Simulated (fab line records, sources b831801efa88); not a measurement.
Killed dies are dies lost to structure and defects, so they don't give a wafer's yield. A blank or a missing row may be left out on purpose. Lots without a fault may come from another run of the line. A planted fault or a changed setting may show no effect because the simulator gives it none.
Which tool did it? | flow sky130 | 24 lots, 72 wafers sampled, at 4 steps of a route of 708

WHAT THE GAUGES READ, wafer by wafer
SKY_LDD_LDN_OVL_MEAS_07.
lot  | measured     | on         | LDD_LDN_OVL (nm)
L074 | day 22 12:28 | overlay-01 | -0.9 -1.2 -1.9
L075 | day 22 11:52 | overlay-02 | -0.1 -1.8 0.4
L076 | day 23 08:37 | overlay-01 | -0.3 0.3 0.0
L077 | day 24 05:19 | overlay-01 | -1.3 -1.2 0.5
L078 | day 24 13:31 | overlay-01 | -0.3 -2.1 -1.6
L080 | day 25 02:19 | overlay-02 | -0.4 -0.7 -0.5
L079 | day 25 04:20 | overlay-02 | -0.6 -1.9 -1.6
L081 | day 25 11:07 | overlay-01 | -2.4 -4.1 -3.5
L082 | day 25 15:10 | overlay-02 | 0.4 0.7 0.6
L083 | day 26 03:43 | overlay-02 | -2.0 -2.2 -1.7
L084 | day 26 18:22 | overlay-02 | -1.5 -1.0 -2.3
L085 | day 26 18:28 | overlay-01 | -3.6 -2.5 -3.0
L086 | day 27 06:43 | overlay-01 | 1.7 1.0 -0.2
L087 | day 27 13:38 | overlay-01 | -1.4 0.0 -2.0
L088 | day 27 20:22 | overlay-01 | -0.6 -1.2 -2.0
L089 | day 27 22:43 | overlay-02 | -1.8 -2.4 -1.5
L090 | day 28 09:04 | overlay-01 | -2.9 -4.3 -1.8
L091 | day 28 14:43 | overlay-01 | -2.2 -2.5 -2.1
L092 | day 29 06:16 | overlay-02 | -2.0 -1.6 -1.3
L093 | day 30 04:10 | overlay-01 | -2.2 -3.7 -1.8
L095 | day 30 15:16 | overlay-02 | -1.9 -1.9 -2.4
L096 | day 30 14:58 | overlay-02 | -2.7 -0.1 -0.2
L094 | day 30 17:49 | overlay-01 | -2.0 -0.1 -0.8
L097 | day 30 21:10 | overlay-02 | -4.5 -3.8 -2.5

SKY_SD_N_CD_MEAS_07: target cd 380 nm.
lot  | measured     | on        | cd_nm (nm)
L074 | day 27 14:14 | cd_sem-02 | 382.2 381.7 380.3
L075 | day 27 12:05 | cd_sem-02 | 380.2 382.2 380.6
L076 | day 28 07:49 | cd_sem-01 | 382.6 381.1 380.1
L077 | day 29 03:40 | cd_sem-02 | 384.1 385.3 384.2
L078 | day 29 11:58 | cd_sem-01 | 383.0 382.7 383.9
L080 | day 29 23:23 | cd_sem-02 | 382.8 378.1 381.6
L079 | day 30 01:07 | cd_sem-02 | 383.2 385.0 381.0
L081 | day 30 08:08 | cd_sem-02 | 382.2 378.8 380.0
L082 | day 30 11:10 | cd_sem-01 | 375.1 376.8 375.8
L083 | day 31 00:01 | cd_sem-02 | 380.9 381.4 382.3
L084 | day 31 12:59 | cd_sem-02 | 378.3 377.0 376.7
L085 | day 31 14:49 | cd_sem-02 | 377.0 379.1 377.8
L086 | day 32 00:22 | cd_sem-02 | 377.1 378.1 378.7
L087 | day 32 08:40 | cd_sem-01 | 378.7 378.3 378.6
L088 | day 32 13:25 | cd_sem-02 | 380.1 382.8 380.4
L089 | day 32 14:44 | cd_sem-01 | 380.5 379.5 377.8
L090 | day 33 01:47 | cd_sem-01 | 378.7 377.3 381.8
L091 | day 33 07:34 | cd_sem-01 | 374.4 375.6 377.5
L092 | day 33 20:59 | cd_sem-02 | 377.0 377.5 381.4
L093 | day 34 19:19 | cd_sem-02 | 380.4 379.5 380.2
L095 | day 35 03:23 | cd_sem-01 | 378.7 379.2 378.4
L096 | day 35 04:04 | cd_sem-01 | 387.7 385.6 385.9
L094 | day 35 07:34 | cd_sem-01 | 383.1 381.5 382.0
L097 | day 35 10:35 | cd_sem-01 | 380.2 379.5 379.9

SKY_LI_CONTACT_OVL_MEAS_13.
lot  | measured     | on         | LI_CONTACT_OVL (nm)
L074 | day 28 21:08 | overlay-01 | 0 3 5
L075 | day 28 18:32 | overlay-02 | 2 -5 3
L076 | day 29 14:17 | overlay-02 | -7 -3 -3
L077 | day 30 09:28 | overlay-02 | -4 -6 -7
L078 | day 30 17:31 | overlay-01 | 2 5 -2
L080 | day 31 04:47 | overlay-02 | -4 -2 2
L079 | day 31 06:05 | overlay-02 | -8 1 -9
L081 | day 31 14:08 | overlay-01 | 7 0 -1
L082 | day 31 16:49 | overlay-02 | 2 0 3
L083 | day 32 05:14 | overlay-01 | 3 5 -2
L084 | day 32 17:35 | overlay-02 | 1 10 2
L085 | day 32 19:02 | overlay-01 | 2 4 0
L086 | day 33 05:29 | overlay-01 | 1 -1 5
L087 | day 33 13:12 | overlay-02 | 0 4 4
L088 | day 33 17:50 | overlay-02 | 0 6 5
L089 | day 33 19:05 | overlay-02 | -6 -9 -9
L090 | day 34 06:29 | overlay-02 | -3 -4 -4
L091 | day 34 10:53 | overlay-01 | 8 -2 2
L092 | day 35 00:38 | overlay-02 | -8 -4 -13
L093 | day 35 23:53 | overlay-02 | 1 7 2
L095 | day 36 07:38 | overlay-02 | 2 1 9
L096 | day 36 08:22 | overlay-01 | -4 -3 2
L094 | day 36 11:50 | overlay-01 | -9 -4 -11
L097 | day 36 15:05 | overlay-01 | -6 -2 0

WHICH TOOL RAN EACH LOT (tool, then ch and the chambers of the sampled wafers, then the start)
lot  | SKY_SONOS_ONO_ETCH_15
L074 | rie_diel-04 ch 1,2,3, day 12 06:49
L075 | rie_diel-02 ch 0,1, day 12 08:16
L076 | rie_diel-04 ch 0,3, day 13 01:02
L077 | rie_diel-04 ch 0,2,3, day 13 23:25
L078 | rie_diel-01 ch 0,1, day 14 02:04
L080 | rie_diel-01 ch 1,2,3, day 14 17:58
L079 | rie_diel-04 ch 1,2,3, day 14 18:16
L081 | rie_diel-02 ch 0,2, day 15 02:41
L082 | rie_diel-02 ch 1,2,3, day 15 08:43
L083 | rie_diel-02 ch 0,1,3, day 15 13:25
L084 | rie_diel-04 ch 2,3, day 16 01:10
L085 | rie_diel-04 ch 0,3, day 16 06:28
L086 | rie_diel-02 ch 0,2,3, day 16 14:40
L087 | rie_diel-04 ch 0,2,3, day 16 21:08
L088 | rie_diel-02 ch 0,3, day 17 05:31
L089 | rie_diel-04 ch 0,2, day 17 06:55
L090 | rie_diel-02 ch 0,1,2, day 17 21:02
L091 | rie_diel-02 ch 2,3, day 18 06:10
L092 | rie_diel-01 ch 1,2,3, day 18 18:49
L093 | rie_diel-01 ch 0,2,3, day 19 05:45
L095 | rie_diel-02 ch 0,2,3, day 20 08:25
L096 | rie_diel-01 ch 0,2,3, day 20 08:43
L094 | rie_diel-04 ch 0,2,3, day 20 08:50
L097 | rie_diel-01 ch 0,2, day 20 12:20
- SKY_SONOS_ONO_ETCH_15: etches the open film in CHF3/O2, target depth 19.52 nm, time 7.8 s.

WHAT THE TOOLS THEMSELVES READ (means of the sampled wafers that have a number; where no wafer has one, the mark that the record gives instead)
SKY_SONOS_ONO_ETCH_15.
lot  | tool        | drypump_motor_current_A (A) | oes_product_au (a.u.) | throttle_valve_pct (%)
L074 | rie_diel-04 | 5.3                         | 1.011                 | 8.828
L075 | rie_diel-02 | 5.1                         | 1.009                 | 8.834
L076 | rie_diel-04 | 5.5                         | 1.015                 | 8.824
L077 | rie_diel-04 | 5.5                         | 0.999                 | 8.815
L078 | rie_diel-01 | 5.3                         | 1.001                 | 8.838
L080 | rie_diel-01 | 5.6                         | 0.986                 | 8.813
L079 | rie_diel-04 | 5.3                         | 1.003                 | 8.828
L081 | rie_diel-02 | 5.8                         | 1.000                 | 8.824
L082 | rie_diel-02 | 5.7                         | 1.004                 | 8.821
L083 | rie_diel-02 | 5.3                         | 1.005                 | 8.835
L084 | rie_diel-04 | 5.3                         | 1.013                 | 8.829
L085 | rie_diel-04 | 5.5                         | 1.010                 | 8.840
L086 | rie_diel-02 | 5.6                         | 1.006                 | 8.825
L087 | rie_diel-04 | 5.5                         | 0.995                 | 8.822
L088 | rie_diel-02 | 5.5                         | 1.026                 | 8.830
L089 | rie_diel-04 | 5.4                         | 1.000                 | 8.831
L090 | rie_diel-02 | 5.5                         | 1.007                 | 8.834
L091 | rie_diel-02 | 5.9                         | 1.005                 | 8.820
L092 | rie_diel-01 | 5.5                         | 0.979                 | 8.815
L093 | rie_diel-01 | 5.7                         | 0.989                 | 8.828
L095 | rie_diel-02 | 5.6                         | 1.002                 | 8.821
L096 | rie_diel-01 | 5.7                         | 0.991                 | 8.820
L094 | rie_diel-04 | 5.5                         | 0.993                 | 8.819
L097 | rie_diel-01 | 5.5                         | 0.994                 | 8.825

THE ANSWER, worked out from the rows above alone
Rule: what is usual is taken from the lots themselves. Put in order of their means at a reading, lots are off if they are a third of the lots or fewer, leave a main group of 4 or more, and stand apart from it by a gap of 3 or more times the standard deviation of the main group's means; of several such gaps the widest counts. A main group whose means are all the same, to the digits that the tables above print for the reading, isn't used. A lot without any number at a reading at which 4 lots or more have one is off too. The other lots that the step has rows for count as sound. The gauges are gone through in route order, then the tools' own readings, and for those a lot's mean is taken as printed above. The first step at which some lot is off is used, and at that step the reading that is off furthest; a lot without a number counts as furthest.
No lot is off at any reading shown: from this, nothing can be told.

WHAT THE SIMULATOR HAD PUT IN
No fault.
